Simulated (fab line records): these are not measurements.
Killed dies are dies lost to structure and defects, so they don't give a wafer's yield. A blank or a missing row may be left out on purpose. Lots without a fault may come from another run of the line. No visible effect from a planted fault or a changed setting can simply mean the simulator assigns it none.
A struck lot beside a sound one ; flow gf180mcu ; 14 out of 602 route steps
Sound: these wafers, L245.1, L245.2, L245.3. Struck: wafers L257.1, L257.3, L257.5. The cause comes at the end.
Each step with rows lists, per side, the tool, then ch with its chambers, then its first start. Under that, the readings that differ: sound wafers ; struck wafers ; difference of the means ; sigmas: that difference in standard deviations of wafers without a fault.
alike: readings whose means differ by less than 2 such deviations, and words and numbers that are the same on both sides. not compared: withheld readings, readings that some wafer has no value for, bounds like >300 that may hide the same value, and numbers for which the record gives no deviation and whose values overlap.
A row with sigmas, a row that says differs or no value, or rows on one side alone: a step with any of these is where the two part. Numbers that have no deviation but don't overlap get no sigmas and don't part them. A reading missing from all wafers of one side parts the sides only when that side holds two or more wafers.

GF_M3_SPUTTER_00: material Ti, target thk 37.5 nm, time 150 s.
  sound on pvdSputter-02, day 20 14:30; struck on pvdSputter-03, day 24 18:10
  alike: substrateTempC, throttleValvePct
GF_M3_SPUTTER_01: material TiN, target thk 30 nm, time 25 s.
  sound on pvdSputter-02, day 20 14:36; struck on pvdSputter-03, day 24 18:16
  alike: throttleValvePct
GF_M3_SPUTTER_02: material AlCu, target thk 450 nm, time 23.9 s.
  sound on pvdSputter-02, day 20 14:38; struck on pvdSputter-03, day 24 18:17
  alike: throttleValvePct
GF_M3_SPUTTER_03: material Ti, target thk 10 nm, time 6.7 s.
  sound on pvdSputter-02, day 20 14:40; struck on pvdSputter-03, day 24 18:19
  alike: substrateTempC, throttleValvePct
GF_M3_SPUTTER_04: material TiN, target thk 50 nm, time 41.7 s.
  sound on pvdSputter-02, day 20 14:41; struck on pvdSputter-03, day 24 18:20
  alike: throttleValvePct
GF_M3_RS_MEAS_05: the measuring method here is four-point-probe.
  sound on filmMetro-04, day 20 14:43; struck on filmMetro-04, day 24 18:23
  alike: M3_ALCU_RS
GF_M3_THK_MEAS_06: measures by xrf.
  sound on filmMetro-04, day 20 14:50; struck on filmMetro-04, day 24 18:30
  alike: M3_ALCU_THK
then, 5 steps without rows for these wafers: GF_M3_DEHYDRATE_07 (time 60 s); GF_M3_HMDS_08 (prime time 60 s); GF_M3_COAT_09 (resist thk 1000 nm); GF_M3_SOFTBAKE_10 (time 60 s); GF_M3_EXPOSE_11 (exposes mask Metal3, target cd 280 nm).
GF_M3_PEB_12: peb time 90 s.
  sound on lithoTrack-03 ch 0, day 21 13:58; struck on lithoTrack-02, day 25 15:17
  no value came back on the struck wafers for chillPlateTempC (C), exhaustPa (Pa), pebTimeS (s); on the sound wafers chillPlateTempC (C) reads 22.79 22.95 23.03
then, 1 step without rows for these wafers: GF_M3_DEVELOP_13 (develop time 60 s).

== WHERE THEY PART ==
Within this record, at GF_M3_PEB_12 only.

WHY: whatever the simulator had introduced
Step skipped in full: lithoTrack-02, at GF_M3_PEB_12, from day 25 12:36 onward. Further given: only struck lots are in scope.
